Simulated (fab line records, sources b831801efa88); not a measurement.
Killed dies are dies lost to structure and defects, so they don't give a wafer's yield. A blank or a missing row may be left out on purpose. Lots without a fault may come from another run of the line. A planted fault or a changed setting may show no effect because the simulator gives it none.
fab line records | flow sky130 | part 1 of 2: steps 1 to 31 of 43
record lots=5 wafers=15 last_day=49
route steps=708 shown SONOS_TUNNEL@161 SONOS_ONO@168 GATE_OXIDE@187
lots that met no fault: from a run of the same line without faults
start_h: hours from the record's first day to the start of the lot's first wafer shown | wait_h: hours since the lot's step before | " the same as in the row above | L1.1+2: a row that stands for several wafers | - no value, or no start given | * or withheld: withheld | < > ~ a bound
route shown NAME@n: a module of which the file shows steps, and the number in the route of the first | usual: mean/standard deviation of fault-free wafers | same: alike in all rows | chamber/n: place in a boat | sites: the reading at each site | _std_site: their standard deviation | _edge_site: outer sites' mean less inner sites' | radius_mm: how far each site lies from the wafer's centre | mask NAME#n: copy n | behind: the tool/chamber that last shaped the wafer | hold: why the lot was held/for how many hours/how that ended | device: the transistor (n, p or np) that didn't switch | end of line: the same wafers' tests at the end of the route | a step without rows: its recipe alone | killed: dies lost to structure and defects at the first sort, not the wafer's yield | map: a wafer's dies, x killed, . not, _ none there
set.NAME: the setting as run; set.NAME@STEP: as run at that earlier step | model.NAME: the simulator's own value behind a step, which no gauge read
lots at some steps of the route; a table a step, a row a wafer
services: from which hour (start_h, from the record's first day; less than 0 if before it) a tool's chamber was out of use, for how many hours, and why
## steps
# step SKY_SONOS_TUNNEL_CD_MEAS_07
# recipe target_cd_nm=410
# usual cd_nm=410.1/2.2
# columns lot.wafer tool chamber start_h wait_h cd_nm
L076.2 cd_sem-01 - 258.78 0.2 411.7
L076.3 " - " " 410.4
L076.4 " - " " 409.9
L081.1 cd_sem-02 - 298.51 0.1 410.7
L081.3 " - " " 410.9
L081.5 " - " " 412.1
L083.1 cd_sem-02 - 314.01 0.1 407.8
L083.4 " - " " 406.0
L083.6 " - " " 407.7
L086.1 cd_sem-02 - 344.76 0.1 413.8
L086.4 " - " " 411.4
L086.5 " - " " 412.0
L091.1 cd_sem-02 - 379.91 0.1 406.9
L091.3 " - " " 408.6
L091.6 " - " " 408.6
# step SKY_SONOS_TUNNEL_OVL_MEAS_08
# usual SONOS_TUNNEL_OVL=0.0/1.5
# columns lot.wafer tool chamber start_h wait_h SONOS_TUNNEL_OVL[nm]
L076.2 overlay-02 - 258.88 0.1 0.3
L076.3 " - " " 0.4
L076.4 " - " " -0.3
L081.1 overlay-01 - 298.63 0.1 0.4
L081.3 " - " " -0.1
L081.5 " - " " 0.3
L083.1 overlay-02 - 314.13 0.1 2.2
L083.4 " - " " 3.4
L083.6 " - " " 2.1
L086.1 overlay-02 - 344.88 0.1 -0.6
L086.4 " - " " -1.1
L086.5 " - " " -0.8
L091.1 overlay-02 - 380.03 0.1 0.2
L091.3 " - " " 0.7
L091.6 " - " " 0.7
# step SKY_SONOS_TUNNEL_IMPLANT_09
# recipe species=B energy_kev=20 dose_cm2=1e+12 tilt_deg=withheld
# usual beam_energy_keV=19.999/0.0058
# columns lot.wafer tool chamber start_h wait_h beam_energy_keV
L076.2 implanter-03 0 258.94 0.0 20.010
L076.3 " 0 " " 20.007
L076.4 " 0 " " 19.997
L081.1 implanter-02 0 298.67 0.0 19.995
L081.3 " 0 " " 19.999
L081.5 " 0 " " 19.996
L083.1 implanter-02 0 314.17 0.0 19.999
L083.4 " 0 " " 20.005
L083.6 " 0 " " 19.997
L086.1 implanter-01 0 344.92 0.0 20.002
L086.4 " 0 " " 19.993
L086.5 " 0 " " 19.999
L091.1 implanter-03 0 380.07 0.0 19.998
L091.3 " 0 " " 20.002
L091.6 " 0 " " 20.008
# step SKY_SONOS_TUNNEL_WET_ETCH_10
# recipe chemistry=dHF target_depth_nm=14 target=SiO2 dilution=100:1 temp_c=25 time_s=280
# columns lot.wafer tool chamber start_h wait_h
L076.2+3+4 wet_bench-01 2 259.06 0.1
L081.1+3+5 wet_bench-04 0 298.82 0.1
L083.1+4+6 wet_bench-04 1 314.32 0.1
L086.1+4+5 wet_bench-03 0 345.07 0.1
L091.1+3+6 wet_bench-01 2 380.22 0.1
# step SKY_SONOS_TUNNEL_STRIP_11
# recipe chemistry=SPM time_s=600 temp_c=130
# columns lot.wafer tool chamber start_h wait_h
L076.2+3+4 wet_bench-03 2 259.15 0.0
L081.1+3+5 wet_bench-01 3 298.91 0.0
L083.1+4+6 wet_bench-01 0 314.41 0.0
L086.1+4+5 wet_bench-01 1 345.24 0.0
L091.1+3+6 wet_bench-03 0 380.31 0.0
# step SKY_SONOS_TUNNEL_TW_MEAS_12
# usual SONOS_TUNNEL_TW=197.2/2.1
# columns lot.wafer tool chamber start_h wait_h SONOS_TUNNEL_TW
L076.2 film_metro-01 - 259.33 0.0 200.6
L076.3 " - " " 201.4
L076.4 " - " " 201.2
L081.1 film_metro-03 - 299.08 0.0 196.3
L081.3 " - " " 198.8
L081.5 " - " " 198.3
L083.1 film_metro-02 - 314.58 0.0 195.5
L083.4 " - " " 195.6
L083.6 " - " " 196.0
L086.1 film_metro-03 - 345.43 0.0 198.4
L086.4 " - " " 197.5
L086.5 " - " " 197.7
L091.1 film_metro-02 - 380.50 0.0 196.1
L091.3 " - " " 195.3
L091.6 " - " " 195.7
# step SKY_SONOS_TUNNEL_CLEAN_13
# recipe chemistry=dHF time_s=20 dilution=100:1 dry=ipa_marangoni
# columns lot.wafer tool chamber start_h wait_h
L076.2+3+4 wet_bench-01 3 259.38 0.0
L081.1+3+5 wet_bench-04 2 299.14 0.1
L083.1+4+6 wet_bench-03 3 314.64 0.1
L086.1+4+5 wet_bench-03 0 345.49 0.1
L091.1+3+6 wet_bench-01 0 380.56 0.1
# step SKY_SONOS_ONO_OXIDATION_00
# recipe temp_c=800 ambient=O2 idle_temp_c=700 ramp_up_c_per_min=10 ramp_down_c_per_min=3 stabilise_s=600 purge_s=300 target_thk_a=26 ox_time_s=1249
# usual spike_tc_bottom_C=819.0/1 spike_tc_top_C=813.2/2.5
# columns lot.wafer tool chamber start_h wait_h spike_tc_bottom_C spike_tc_top_C
L076.2 furnace-01 0 261.74 2.3 819.2 810.6
L076.3 " 0 " " 819.2 810.8
L076.4 " 0 " " 819.8 812.0
L081.1 furnace-02 0 299.25 0.1 817.3 815.7
L081.3 " 0 " " 818.0 816.5
L081.5 " 0 " " 819.0 815.6
L083.1 furnace-01 0 315.38 0.7 819.2 810.8
L083.4 " 0 " " 817.8 810.5
L083.6 " 0 " " 817.6 810.1
L086.1 furnace-01 0 345.64 0.1 819.0 810.0
L086.4 " 0 " " 818.1 812.0
L086.5 " 0 " " 817.1 811.4
L091.1 furnace-01 0 382.19 1.6 818.0 811.1
L091.3 " 0 " " 820.6 809.8
L091.6 " 0 " " 818.3 811.7
# step SKY_SONOS_ONO_THK_MEAS_01
# recipe reads=SiO2_of_SONOS_ONO_OXIDATION_00
# usual SONOS_ONO_OXIDATION_THK=2.62/0.059
# columns lot.wafer tool chamber start_h wait_h SONOS_ONO_OXIDATION_THK[nm]
L076.2 film_metro-03 - 263.09 0.0 2.70
L076.3 " - " " 2.62
L076.4 " - " " 2.67
L081.1 film_metro-01 - 300.59 0.0 2.56
L081.3 " - " " 2.59
L081.5 " - " " 2.66
L083.1 film_metro-01 - 316.73 0.0 2.66
L083.4 " - " " 2.63
L083.6 " - " " 2.65
L086.1 film_metro-01 - 346.98 0.0 2.62
L086.4 " - " " 2.66
L086.5 " - " " 2.64
L091.1 film_metro-03 - 383.54 0.0 2.64
L091.3 " - " " 2.61
L091.6 " - " " 2.71
# step SKY_SONOS_ONO_CVD_02
# recipe material=Si3N4 precursor=DCS/NH3 target_thk_nm=10.5 temp_c=770 time_s=180 pressure_mtorr=250
# usual spike_tc_bottom_C=791.5/0.97 spike_tc_top_C=782.5/2.9
# columns lot.wafer tool chamber start_h wait_h spike_tc_bottom_C spike_tc_top_C
L076.2 lpcvd-02 1 263.14 0.0 790.2 786.1
L076.3 " 1 " " 791.9 784.9
L076.4 " 1 " " 791.1 785.5
L081.1 lpcvd-02 1 300.82 0.2 792.9 786.5
L081.3 " 1 " " 790.3 785.1
L081.5 " 1 " " 791.2 782.3
L083.1 lpcvd-02 1 316.93 0.2 792.4 784.5
L083.4 " 1 " " 791.0 785.0
L083.6 " 1 " " 792.1 784.4
L086.1 lpcvd-02 0 348.48 1.5 791.1 778.4
L086.4 " 0 " " 790.6 777.5
L086.5 " 0 " " 793.5 778.7
L091.1 lpcvd-02 0 383.60 0.1 791.9 779.3
L091.3 " 0 " " 791.1 779.4
L091.6 " 0 " " 791.8 777.2
# step SKY_SONOS_ONO_THK_MEAS_03
# recipe reads=Si3N4_of_SONOS_ONO_CVD_02
# usual SONOS_ONO_CVD_02_THK=10.46/0.14
# columns lot.wafer tool chamber start_h wait_h SONOS_ONO_CVD_02_THK[nm]
L076.2 film_metro-01 - 264.20 0.0 10.83
L076.3 " - " " 10.74
L076.4 " - " " 10.71
L081.1 film_metro-04 - 301.87 0.0 10.42
L081.3 " - " " 10.31
L081.5 " - " " 10.28
L083.1 film_metro-01 - 317.98 0.0 10.57
L083.4 " - " " 10.41
L083.6 " - " " 10.50
L086.1 film_metro-01 - 349.53 0.0 10.46
L086.4 " - " " 10.47
L086.5 " - " " 10.52
L091.1 film_metro-04 - 384.65 0.0 10.28
L091.3 " - " " 10.21
L091.6 " - " " 10.33
# step SKY_SONOS_ONO_CVD_04
# recipe material=SiO2 precursor=SiH4/N2O target_thk_nm=5.7199 temp_c=900 pressure_mtorr=400
# usual spike_tc_bottom_C=915.1/1.1 spike_tc_top_C=911.9/1.1
# columns lot.wafer tool chamber start_h wait_h spike_tc_bottom_C spike_tc_top_C
L076.2 lpcvd-03 1 264.25 0.0 916.4 912.0
L076.3 " 1 " " 915.1 911.6
L076.4 " 1 " " 916.5 912.3
L081.1 lpcvd-03 1 301.93 0.1 913.8 910.5
L081.3 " 1 " " 914.9 912.6
L081.5 " 1 " " 916.4 910.7
L083.1 lpcvd-03 1 318.04 0.1 914.9 910.9
L083.4 " 1 " " 913.8 911.3
L083.6 " 1 " " 914.2 913.4
L086.1 lpcvd-03 1 349.59 0.1 915.2 910.2
L086.4 " 1 " " 914.5 910.8
L086.5 " 1 " " 916.6 912.6
L091.1 lpcvd-03 1 384.71 0.1 913.7 912.2
L091.3 " 1 " " 913.2 912.8
L091.6 " 1 " " 913.4 910.8
# step SKY_SONOS_ONO_THK_MEAS_05
# recipe reads=SiO2_of_SONOS_ONO_CVD_04
# usual SONOS_ONO_CVD_04_THK=5.66/0.12
# columns lot.wafer tool chamber start_h wait_h SONOS_ONO_CVD_04_THK[nm]
L076.2 film_metro-01 - 265.51 0.0 5.60
L076.3 " - " " 5.51
L076.4 " - " " 5.50
L081.1 film_metro-04 - 303.18 0.0 5.82
L081.3 " - " " 5.74
L081.5 " - " " 5.71
L083.1 film_metro-04 - 319.29 0.0 5.58
L083.4 " - " " 5.63
L083.6 " - " " 5.69
L086.1 film_metro-03 - 350.84 0.0 5.58
L086.4 " - " " 5.62
L086.5 " - " " 5.54
L091.1 film_metro-01 - 385.96 0.0 5.59
L091.3 " - " " 5.66
L091.6 " - " " 5.60
# step SKY_SONOS_ONO_DEHYDRATE_06
# recipe temp_c=200 time_s=60
# columns lot.wafer tool chamber start_h wait_h
L076.2+3+4 litho_track-01 0 276.41 10.9
L081.1+3+5 litho_track-01 0 315.34 12.1
L083.1+4+6 litho_track-04 0 331.81 12.5
L086.1+4+5 litho_track-03 0 363.97 13.1
L091.1+3+6 litho_track-04 0 400.21 14.2
# step SKY_SONOS_ONO_HMDS_07
# recipe prime_time_s=60 prime_temp_c=120
# columns lot.wafer tool chamber start_h wait_h
L076.2+3+4 litho_track-01 0 276.56 0.1
L081.1+3+5 litho_track-01 0 315.49 0.1
L083.1+4+6 litho_track-04 0 331.96 0.1
L086.1+4+5 litho_track-03 0 364.12 0.1
L091.1+3+6 litho_track-04 0 400.36 0.1
# step SKY_SONOS_ONO_COAT_08
# recipe resist=NOVOLAK spin_rpm=3000 resist_thk_nm=1140
# columns lot.wafer tool chamber start_h wait_h
L076.2+3+4 litho_track-01 0 276.71 0.1
L081.1+3+5 litho_track-01 0 315.64 0.1
L083.1+4+6 litho_track-04 0 332.11 0.1
L086.1+4+5 litho_track-03 0 364.27 0.1
L091.1+3+6 litho_track-04 0 400.51 0.1
# step SKY_SONOS_ONO_SOFTBAKE_09
# recipe temp_c=90 time_s=60 resist=NOVOLAK
# columns lot.wafer tool chamber start_h wait_h
L076.2+3+4 litho_track-01 0 276.86 0.1
L081.1+3+5 litho_track-01 0 315.79 0.1
L083.1+4+6 litho_track-04 0 332.26 0.1
L086.1+4+5 litho_track-03 0 364.42 0.1
L091.1+3+6 litho_track-04 0 400.66 0.1
# step SKY_SONOS_ONO_EXPOSE_10
# recipe mask_id=ONOM target_cd_nm=410 na=0.6 source_shape=conventional sigma_outer=0.6 dose_mj=150
# columns lot.wafer tool chamber start_h wait_h mask
L076.2+3+4 iline_stepper-01 0 - - ONOM#0
L081.1+3+5 iline_stepper-01 0 - - ONOM#0
L083.1+4+6 iline_stepper-02 0 - - ONOM#0
L086.1+4+5 iline_stepper-02 0 - - ONOM#0
L091.1+3+6 iline_stepper-02 0 - - ONOM#0
# step SKY_SONOS_ONO_PEB_11
# recipe temp_c=withheld time_s=* resist=NOVOLAK
# columns lot.wafer tool chamber start_h wait_h
L076.2+3+4 litho_track-03 0 - -
L081.1+3+5 litho_track-04 0 - -
L083.1+4+6 litho_track-04 0 - -
L086.1+4+5 litho_track-03 0 - -
L091.1+3+6 litho_track-04 0 - -
# step SKY_SONOS_ONO_DEVELOP_12
# recipe develop_time_s=60 dev_temp_c=23
# columns lot.wafer tool chamber start_h wait_h
L076.2+3+4 litho_track-03 0 289.19 0.1
L081.1+3+5 litho_track-04 0 328.36 0.1
L083.1+4+6 litho_track-04 0 346.11 0.1
L086.1+4+5 litho_track-03 0 378.67 0.1
L091.1+3+6 litho_track-04 0 415.26 0.1
# step SKY_SONOS_ONO_CD_MEAS_13
# recipe target_cd_nm=410
# usual cd_nm=409.7/1.9
# columns lot.wafer tool chamber start_h wait_h cd_nm
L076.2 cd_sem-02 - 289.34 0.1 411.0
L076.3 " - " " 411.4
L076.4 " - " " 411.5
L081.1 cd_sem-02 - 328.51 0.1 407.8
L081.3 " - " " 409.4
L081.5 " - " " 409.8
L083.1 cd_sem-01 - 346.26 0.1 409.2
L083.4 " - " " 410.3
L083.6 " - " " 409.6
L086.1 cd_sem-01 - 378.82 0.1 410.1
L086.4 " - " " 408.8
L086.5 " - " " 410.3
L091.1 cd_sem-02 - 415.41 0.1 408.1
L091.3 " - " " 408.9
L091.6 " - " " 407.9
# step SKY_SONOS_ONO_OVL_MEAS_14
# usual SONOS_ONO_OVL=0.5/1.5
# columns lot.wafer tool chamber start_h wait_h SONOS_ONO_OVL[nm]
L076.2 overlay-01 - 289.44 0.1 -0.5
L076.3 " - " " 0.4
L076.4 " - " " 0.2
L081.1 overlay-01 - 328.63 0.1 0.5
L081.3 " - " " 1.6
L081.5 " - " " 1.4
L083.1 overlay-02 - 346.38 0.1 -0.4
L083.4 " - " " 0.4
L083.6 " - " " 1.8
L086.1 overlay-02 - 378.94 0.1 1.4
L086.4 " - " " 1.1
L086.5 " - " " 2.6
L091.1 overlay-02 - 415.53 0.1 1.2
L091.3 " - " " 1.5
L091.6 " - " " 0.8
# step SKY_SONOS_ONO_ETCH_15
# recipe target_depth_nm=19.52 chemistry=CHF3/O2 source_w=600 bias_w=200 pressure_mtorr=40 chf3_flow_sccm=50 O2_flow_sccm=5 time_s=7.8
# usual drypump_motor_current_A=5.6/0.35 oes_product_au=1.003/0.0097 throttle_valve_pct=8.825/0.0093
# columns lot.wafer tool chamber start_h wait_h drypump_motor_current_A oes_product_au rf_hours_counter_h throttle_valve_pct
L076.2 rie_diel-01 2 289.47 0.0 6.2 1.003 4 8.834
L076.3 " 3 " " 5.4 1.005 42 8.818
L076.4 " 1 " " 6.1 1.002 3 8.821
L081.1 rie_diel-03 1 328.67 0.0 5.3 0.989 115 8.822
L081.3 " 2 " " 5.2 1.000 15 8.811
L081.5 " 3 " " 5.9 1.002 - 8.820
L083.1 rie_diel-01 1 346.42 0.0 6.1 0.990 4 8.818
L083.4 " 1 " " 6.1 0.994 - 8.829
L083.6 " 2 " " 6.2 1.006 - 8.832
L086.1 rie_diel-01 0 378.97 0.0 5.4 0.989 91 8.811
L086.4 " 2 " " 6.2 1.012 6 8.818
L086.5 " 2 " " 6.2 1.001 - 8.825
L091.1 rie_diel-02 1 415.57 0.0 5.6 0.984 5 8.817
L091.3 " 0 " " 6.0 1.002 29 8.831
L091.6 " 3 " " 5.7 1.020 - 8.834
# step SKY_SONOS_ONO_WET_ETCH_16
# recipe chemistry=dHF target_depth_nm=14 dry=n2_spin target=SiO2 dilution=100:1 temp_c=25 time_s=280
# columns lot.wafer tool chamber start_h wait_h
L076.2+3+4 wet_bench-02 3 289.49 0.0
L081.1+3+5 wet_bench-02 0 328.69 0.0
L083.1+4+6 wet_bench-01 1 346.44 0.0
L086.1+4+5 wet_bench-02 2 378.99 0.0
L091.1+3+6 wet_bench-01 3 415.59 0.0
# step SKY_SONOS_ONO_STRIP_17
# recipe chemistry=O2/N2 power_w=1400 pressure_mtorr=1500 platen_temp_c=withheld o2_flow_sccm=3000 n2_flow_sccm=300 overash_fraction=0.5
# usual drypump_motor_current_A=6.0/0.43 oes_product_au=0.709/0.0049 strip_time_to_endpoint_s=14.11/0.038
# columns lot.wafer tool chamber start_h wait_h drypump_motor_current_A oes_product_au rf_hours_counter_h strip_time_to_endpoint_s
L076.2 plasma_asher-04 0 289.58 0.0 5.3 0.712 62 14.17
L076.3 " 1 " " 6.0 0.714 - 14.21
L076.4 " 0 " " 5.3 0.713 - 14.16
L081.1 plasma_asher-03 1 328.78 0.0 5.9 0.711 53 14.15
L081.3 " 0 " " 5.5 0.721 - 14.20
L081.5 " 0 " " 5.5 0.709 - 14.14
L083.1 plasma_asher-01 0 346.53 0.0 6.2 0.706 23 14.18
L083.4 " 1 " " 6.5 0.706 - 14.11
L083.6 " 0 " " 6.3 0.711 - 14.17
L086.1 plasma_asher-04 0 379.08 0.0 5.2 0.702 71 14.08
L086.4 " 1 " " 6.0 0.707 - 14.07
L086.5 " 0 " " 5.2 0.716 - 14.12
L091.1 plasma_asher-01 0 415.68 0.0 6.3 0.703 30 14.12
L091.3 " 0 " " 6.3 0.699 - 14.11
L091.6 " 0 " " 6.2 0.709 - 14.12
# step SKY_SONOS_ONO_WET_ETCH_18
# recipe chemistry=H3PO4 target_depth_nm=15 target=Si3N4 temp_c=160 time_s=172
# columns lot.wafer tool chamber start_h wait_h
L076.2+3+4 wet_bench-03 2 289.68 0.1
L081.1+3+5 wet_bench-01 3 328.88 0.1
L083.1+4+6 wet_bench-03 2 346.63 0.1
L086.1+4+5 wet_bench-02 1 379.18 0.1
L091.1+3+6 wet_bench-02 2 415.78 0.1
# step SKY_GATE_OXIDE_CLEAN_00
# recipe chemistry=SC1/SC2 mix=1:4:20 temp_c=70 time_s=150 dry=n2_spin
# columns lot.wafer tool chamber start_h wait_h
L076.2+3+4 wet_bench-01 3 289.74 0.0
L081.1+3+5 wet_bench-03 1 328.94 0.0
L083.1+4+6 wet_bench-02 1 346.75 0.0
L086.1+4+5 wet_bench-01 2 379.24 0.0
L091.1+3+6 wet_bench-01 1 415.83 0.0
# step SKY_GATE_OXIDE_OXIDATION_01
# recipe temp_c=900 ambient=O2 stabilise_s=600 purge_s=300 target_thk_a=102.68 ox_time_s=1473
# usual spike_tc_bottom_C=917.9/1 spike_tc_top_C=910.4/2.2
# columns lot.wafer tool chamber start_h wait_h spike_tc_bottom_C spike_tc_top_C
L076.2 furnace-01 0 290.73 0.9 918.0 910.7
L076.3 " 0 " " 916.7 909.4
L076.4 " 0 " " 918.9 909.7
L081.1 furnace-02 0 329.17 0.1 919.3 914.2
L081.3 " 0 " " 917.9 912.4
L081.5 " 0 " " 918.1 913.5
L083.1 furnace-01 0 346.98 0.2 917.9 909.1
L083.4 " 0 " " 917.0 908.1
L083.6 " 0 " " 917.7 910.3
L086.1 furnace-01 0 379.29 0.0 918.2 911.5
L086.4 " 0 " " 919.2 909.0
L086.5 " 0 " " 917.4 909.9
L091.1 furnace-01 0 416.63 0.7 918.0 909.5
L091.3 " 0 " " 916.1 909.4
L091.6 " 0 " " 917.1 909.9
# step SKY_GATE_OXIDE_THK_MEAS_02
# recipe reads=SiO2_of_GATE_OXIDE_OXIDATION_01
# usual GATE_OXIDE_OXIDATION_00_THK=10.46/0.21
# columns lot.wafer tool chamber start_h wait_h GATE_OXIDE_OXIDATION_00_THK[nm]
L076.2 film_metro-03 - 292.15 0.0 10.37
L076.3 " - " " 10.40
L076.4 " - " " 10.48
L081.1 film_metro-03 - 330.58 0.0 10.22
L081.3 " - " " 10.26
L081.5 " - " " 10.15
L083.1 film_metro-02 - 348.39 0.0 10.51
L083.4 " - " " 10.49
L083.6 " - " " 10.67
L086.1 film_metro-03 - 380.69 0.0 10.69
L086.4 " - " " 10.64
L086.5 " - " " 10.75
L091.1 film_metro-03 - 418.04 0.0 10.42
L091.3 " - " " 10.16
L091.6 " - " " 10.36
# step SKY_GATE_OXIDE_DEHYDRATE_03
# recipe temp_c=200 time_s=60
# columns lot.wafer tool chamber start_h wait_h
L076.2+3+4 litho_track-03 0 303.99 11.8
L081.1+3+5 litho_track-03 0 343.97 13.4
L083.1+4+6 litho_track-01 0 361.69 13.3
L086.1+4+5 litho_track-01 0 394.19 13.5
L091.1+3+6 litho_track-02 0 432.99 14.9
# step SKY_GATE_OXIDE_HMDS_04
# recipe prime_time_s=60 prime_temp_c=120
# columns lot.wafer tool chamber start_h wait_h
L076.2+3+4 litho_track-03 0 304.14 0.1
L081.1+3+5 litho_track-03 0 344.12 0.1
L083.1+4+6 litho_track-01 0 361.84 0.1
L086.1+4+5 litho_track-01 0 394.34 0.1
L091.1+3+6 litho_track-02 0 433.14 0.1
